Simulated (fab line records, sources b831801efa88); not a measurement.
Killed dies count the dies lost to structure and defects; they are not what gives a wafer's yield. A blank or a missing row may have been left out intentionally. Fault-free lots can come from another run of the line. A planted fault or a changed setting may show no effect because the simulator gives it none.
fab line records -- flow sky130
record lots=5, wafers=14, last-day=50
route steps=708 shown CAPM@554 METAL3@555
lots with no fault: from the same line, run without faults
start-h: hours from the record's first day to the start of the lot's first wafer shown -- wait-h: hours since the lot's step before -- " repeats the value in the row above -- L1.1+2: a single row standing in for several wafers -- - no value present, or no start provided -- * or withheld: withheld -- < > ~ a bound
route shown NAME@n: a module of which the file shows steps, and the number in the route of the first -- usual: average and standard deviation across the fault-free wafers -- same: alike in all rows -- chamber/n: place in a boat -- sites: per-site readings -- _std_site: the standard deviation of these -- _edge_site: mean of outer sites minus mean of inner sites -- radius-mm: for every site, how far away it sits from the centre of the wafer -- mask NAME#n: copy n -- behind: the last tool/chamber to shape the wafer -- hold: the reason the lot was held/the length of the hold in hours/how it ended -- device: which transistor (n, p or np) failed to switch -- end of line: at the end of the route, the tests of the same wafers -- where a step has no rows: the recipe by itself -- killed: count of dies lost to structure and defects at first sort (not the wafer's yield) -- map: dies across one wafer; x = killed, . = not, _ = none there
set.NAME: the run value of the setting; set.NAME@STEP: its run value at that earlier step -- model.NAME: the simulator's own value behind a step, which no gauge read
a table for each step, a row for each wafer; lots at some steps of the route
services: from which hour (start-h, from the record's first day; less than 0 if before it) a tool's chamber was out of use, for how many hours, and why
## steps
# step SKY_CAPM_CLEAN_17
# recipe chemistry=O3/DIW, dry=n2-spin
# step SKY_METAL3_DEHYDRATE_05
# recipe temp-c=200, time-s=60
# step SKY_METAL3_HMDS_06
# recipe prime-time-s=60, prime-temp-c=120
# step SKY_METAL3_COAT_07
# recipe resist=BARC, temp-c=withheld, time-s=withheld, spin-rpm=3000, resist-thk-nm=60
# step SKY_METAL3_COAT_08
# recipe resist=KrF-thick, spin-rpm=3000, resist-thk-nm=1140
# step SKY_METAL3_SOFTBAKE_09
# recipe temp-c=100, time-s=90, resist=KrF-thick
# step SKY_METAL3_EXPOSE_10
# recipe mask-id=MM3, na=0.68, source-shape=annular, sigma-inner=0.4, sigma-outer=0.8, target-cd-nm=300, dose-mj=28
# step SKY_METAL3_PEB_11
# recipe peb-temp-c=withheld, peb-time-s=withheld, resist=KrF-thick
# step SKY_METAL3_DEVELOP_12
# recipe develop-time-s=60, resist=KrF-thick, dev-temp-c=21
# step SKY_METAL3_CD_MEAS_13
# recipe target-cd-nm=300
# usual cd-nm=300.1/1.4
lot.wafer,tool,chamber,start-h,wait-h,cd-nm
L744.1,cd-sem-01,-,909.79,-,301.0
L744.3,cd-sem-01,-,909.79,-,300.1
L744.5,cd-sem-01,-,909.79,-,301.9
L753.2,cd-sem-02,-,980.06,-,300.1
L753.3,cd-sem-02,-,980.06,-,300.5
L757.1,cd-sem-02,-,998.34,-,296.7
L757.2,cd-sem-02,-,998.34,-,296.7
L757.5,cd-sem-02,-,998.34,-,295.6
L765.1,cd-sem-02,-,1051.99,-,303.1
L765.3,cd-sem-02,-,1051.99,-,302.5
L765.6,cd-sem-02,-,1051.99,-,302.5
L767.2,cd-sem-02,-,1060.83,-,299.8
L767.3,cd-sem-02,-,1060.83,-,300.8
L767.5,cd-sem-02,-,1060.83,-,298.5
# step SKY_METAL3_OVL_MEAS_14
# usual METAL3_OVL=0/5.7
lot.wafer,tool,chamber,start-h,wait-h,METAL3_OVL[nm]
L744.1,overlay-02,-,909.91,0.1,-1
L744.3,overlay-02,-,909.91,0.1,-5
L744.5,overlay-02,-,909.91,0.1,-2
L753.2,overlay-02,-,980.17,0.1,5
L753.3,overlay-02,-,980.17,0.1,4
L757.1,overlay-01,-,998.46,0.1,6
L757.2,overlay-01,-,998.46,0.1,9
L757.5,overlay-01,-,998.46,0.1,6
L765.1,overlay-01,-,1052.11,0.1,2
L765.3,overlay-01,-,1052.11,0.1,2
L765.6,overlay-01,-,1052.11,0.1,-1
L767.2,overlay-01,-,1060.93,0.1,-1
L767.3,overlay-01,-,1060.93,0.1,-6
L767.5,overlay-01,-,1060.93,0.1,4
# step SKY_METAL3_DESCUM_15
# recipe chemistry=O2, source-power-w=150, bias-power-w=0, pressure-mtorr=10, temp-c=40, time-s=8
# usual chamber-pressure-mTorr=10.001/0.0097, drypump-motor-current-A=5.9/0.48, oes-product-au=1.008/0.0083
lot.wafer,tool,chamber,start-h,wait-h,chamber-pressure-mTorr,drypump-motor-current-A,oes-product-au,rf-hours-counter-h
L744.1,rie-metal-02,1,909.95,0.0,9.998,5.8,1.024,16
L744.3,rie-metal-02,0,909.95,0.0,10.007,5.3,0.998,-
L744.5,rie-metal-02,0,909.95,0.0,10.000,5.3,1.004,-
L753.2,rie-metal-03,0,980.20,0.0,9.996,5.6,1.014,12
L753.3,rie-metal-03,1,980.20,0.0,9.997,6.5,1.005,-
L757.1,rie-metal-01,0,998.50,0.0,10.004,5.6,1.006,9
L757.2,rie-metal-01,1,998.50,0.0,9.992,6.7,0.999,13
L757.5,rie-metal-01,1,998.50,0.0,9.989,6.6,0.999,-
L765.1,rie-metal-03,1,1052.15,0.0,10.011,6.5,0.993,5
L765.3,rie-metal-03,0,1052.15,0.0,10.003,5.6,0.999,-
L765.6,rie-metal-03,0,1052.15,0.0,9.993,5.6,0.997,-
L767.2,rie-metal-01,0,1060.96,0.0,9.998,5.6,1.001,14
L767.3,rie-metal-01,1,1060.96,0.0,10.002,6.6,1.013,-
L767.5,rie-metal-01,1,1060.96,0.0,9.989,6.6,1.013,-
# step SKY_METAL3_ETCH_16
# recipe chemistry=N2/H2, target=BARC, ion-energy-ev=200, bias-w=100, pressure-mtorr=30, n2-flow-sccm=100, h2-flow-sccm=200, icp-w=500, stop-on=SiO2, time-s=88.2, target-depth-a=600
# usual chamber-pressure-mTorr=29.999/0.028, drypump-motor-current-A=5.9/0.48, oes-product-au=0.626/0.0047, run-length-s=116.3/0.52, throttle-valve-pct=13.205/0.0083
lot.wafer,tool,chamber,start-h,wait-h,chamber-pressure-mTorr,drypump-motor-current-A,oes-product-au,rf-hours-counter-h,run-length-s,throttle-valve-pct,model.KrF-thick_of_METAL3_COAT_08.thk-nm,model.SiO2_of_CAPM_CVD_00.thk-nm
L744.1,rie-metal-02,1,909.98,0.0,29.981,5.8,0.633,16,117.0,13.210,1073,15.58
L744.3,rie-metal-02,0,909.98,0.0,29.952,5.3,0.624,-,116.8,13.200,1076,15.39
L744.5,rie-metal-02,0,909.98,0.0,29.982,5.3,0.632,-,116.6,13.201,1075,15.72
L753.2,rie-metal-03,0,980.23,0.0,29.983,5.6,0.626,12,116.5,13.214,1071,15.22
L753.3,rie-metal-03,1,980.23,0.0,29.986,6.5,0.588,-,130.5,13.218,1064,14.63
L757.1,rie-metal-01,0,998.53,0.0,29.981,5.6,0.632,9,116.4,13.200,1074,15.3
L757.2,rie-metal-01,1,998.53,0.0,30.055,6.7,0.625,13,116.4,13.193,1075,15.55
L757.5,rie-metal-01,1,998.53,0.0,29.995,6.7,0.634,-,116.7,13.215,1075,15.9
L765.1,rie-metal-03,1,1052.18,0.0,29.989,6.5,0.632,5,115.6,13.195,1073,15.3
L765.3,rie-metal-03,0,1052.18,0.0,30.032,5.6,0.630,-,116.3,13.198,1073,15.52
L765.6,rie-metal-03,0,1052.18,0.0,30.015,5.7,0.629,-,116.1,13.205,1076,15.37
L767.2,rie-metal-01,0,1061.00,0.0,29.983,5.6,0.626,14,116.5,13.211,1071,15.13
L767.3,rie-metal-01,1,1061.00,0.0,30.005,6.6,0.633,-,116.3,13.202,1073,15.33
L767.5,rie-metal-01,1,1061.00,0.0,30.012,6.6,0.622,-,116.4,13.221,1071,15.4
# step SKY_METAL3_ETCH_17
# recipe target=SiO2, stop-on=TiN, chemistry=C4F8/O2/Ar, source-w=1500, bias-w=1200, pressure-mtorr=40, c4f8-flow-sccm=withheld, O2_flow_sccm=6, Ar_flow_sccm=300, time-s=3.9, target-depth-a=150
# usual chamber-pressure-mTorr=40.01/0.038, oes-product-au=0.753/0.0063
lot.wafer,tool,chamber,start-h,wait-h,chamber-pressure-mTorr,oes-product-au,rf-hours-counter-h,model.etch.depth-nm
L744.1,rie-diel-02,0,910.08,0.1,40.00,0.754,23,15.58
L744.3,rie-diel-02,1,910.08,0.1,40.01,0.746,7,15.39
L744.5,rie-diel-02,1,910.08,0.1,39.98,0.761,-,15.72
L753.2,rie-diel-03,3,980.33,0.1,39.97,0.745,4,15.22
L753.3,rie-diel-03,0,980.33,0.1,39.99,0.731,15,14.63
L757.1,rie-diel-04,0,998.63,0.1,40.01,0.746,11,15.3
L757.2,rie-diel-04,2,998.63,0.1,39.98,0.755,2,15.55
L757.5,rie-diel-04,1,998.63,0.1,39.91,0.759,-,15.9
L765.1,rie-diel-02,3,1052.28,0.1,40.02,0.745,25,15.3
L765.3,rie-diel-02,2,1052.28,0.1,39.95,0.758,7,15.52
L765.6,rie-diel-02,2,1052.28,0.1,40.01,0.751,-,15.37
L767.2,rie-diel-03,0,1061.10,0.1,39.99,0.750,18,15.13
L767.3,rie-diel-03,1,1061.10,0.1,40.04,0.743,24,15.33
L767.5,rie-diel-03,3,1061.10,0.1,40.06,0.751,-,15.4
# step SKY_METAL3_METAL_ETCH_18
# recipe target-depth-a=8450, stop-on=SiO2, over-etch-frac=0.3, time-s=183.1, chemistry=Cl2/BCl3, resist-sidewall-deg=88, pressure-mtorr=10, icp-w=900, bias-w=48.5, Cl2_flow_sccm=60, bcl3-flow-sccm=30
# usual chamber-pressure-mTorr=10.000/0.009, drypump-motor-current-A=5.9/0.48, mfc-cl2-sccm=60.01/0.2, oes-product-au=0.867/0.0057, run-length-s=211.3/0.44, throttle-valve-pct=22.264/0.0086
# same over-etch-frac=0.3
lot.wafer,tool,chamber,start-h,wait-h,chamber-pressure-mTorr,drypump-motor-current-A,mfc-cl2-sccm,oes-product-au,rf-hours-counter-h,run-length-s,throttle-valve-pct
L744.1,rie-metal-01,1,910.10,0.0,9.985,6.6,60.06,0.871,8,211.0,22.275
L744.3,rie-metal-01,1,910.10,0.0,9.995,6.6,59.85,0.863,-,211.3,22.254
L744.5,rie-metal-01,1,910.10,0.0,9.997,6.6,59.91,0.866,-,211.1,22.258
L753.2,rie-metal-01,1,980.35,0.0,9.998,6.6,60.01,0.863,12,211.0,22.258
L753.3,rie-metal-01,1,980.35,0.0,9.988,6.7,59.88,0.862,-,211.3,22.275
L757.1,rie-metal-02,0,998.65,0.0,10.003,5.3,59.83,0.868,3,211.9,22.271
L757.2,rie-metal-02,1,998.65,0.0,9.979,5.8,60.06,0.865,22,212.4,22.258
L757.5,rie-metal-02,1,998.65,0.0,9.998,5.8,59.70,0.865,-,211.8,22.254
L765.1,rie-metal-01,1,1052.30,0.0,10.003,6.7,60.07,0.882,16,211.1,22.268
L765.3,rie-metal-01,0,1052.30,0.0,10.012,5.6,59.90,0.865,-,211.5,22.269
L765.6,rie-metal-01,1,1052.30,0.0,9.999,6.6,60.28,0.869,-,211.1,22.256
L767.2,rie-metal-02,0,1061.11,0.0,9.999,5.3,59.92,0.856,9,211.4,22.256
L767.3,rie-metal-02,0,1061.11,0.0,10.017,5.3,60.13,0.863,-,211.5,22.256
L767.5,rie-metal-02,0,1061.11,0.0,10.008,5.3,59.99,0.862,-,212.0,22.255
## services
tool,chamber,start-h,hours,kind
rie-diel-04,2,900.37,-,clean
rie-diel-04,2,900.37,20.6,scheduled-down
rie-diel-04,2,900.37,20.6,vent-cycle
rie-metal-02,0,919.67,-,clean
rie-metal-02,0,919.67,19.6,scheduled-down
rie-metal-02,0,919.67,19.6,vent-cycle
rie-diel-04,0,925.82,8.5,repair
rie-metal-03,1,926.57,-,clean
rie-metal-03,1,926.57,20.3,scheduled-down
rie-metal-03,1,926.57,20.3,vent-cycle
rie-diel-02,1,929.42,10.0,repair
rie-metal-01,-,931.16,4.3,pm
rie-diel-02,0,981.71,9.3,repair
rie-diel-04,1,1007.97,4.5,repair
rie-metal-02,1,1020.23,7.6,repair
rie-metal-02,1,1027.87,-,clean
rie-metal-02,1,1027.87,26.8,scheduled-down
rie-metal-02,1,1027.87,26.8,vent-cycle
rie-diel-03,-,1028.48,14.6,pm
rie-diel-04,2,1037.73,9.1,repair
rie-diel-04,1,1045.96,9.5,repair
## key
first-sign step=SKY_METAL3_ETCH_16, reading=run-length-s, direction=up, sigmas=27, usual=*, struck=*
effect step=SKY_METAL3_ETCH_16, reading=oes-product-au, direction=down, sigmas=8, usual=0.626, struck=0.588
effect step=SKY_METAL3_ETCH_17, reading=oes-product-au, direction=down, sigmas=3.6, usual=0.753, struck=0.731
model-effect step=SKY_METAL3_ETCH_16, value=KrF-thick_of_METAL3_COAT_08.thk-nm, without=1073, struck=1064
model-effect step=SKY_METAL3_ETCH_17, value=etch.depth-nm, without=15.29, struck=14.63
met-at SKY_METAL3_ETCH_16
struck-wafers L753.3
fault kind=process-parameter-drift, tool=rie-metal-03, chamber=-, onset-h=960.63, steps=SKY_METAL3_ETCH_16, channel=time-s, offset=*, shape=step, end-h=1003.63, scope=struck-wafers-only, acts-in=*, stated=*
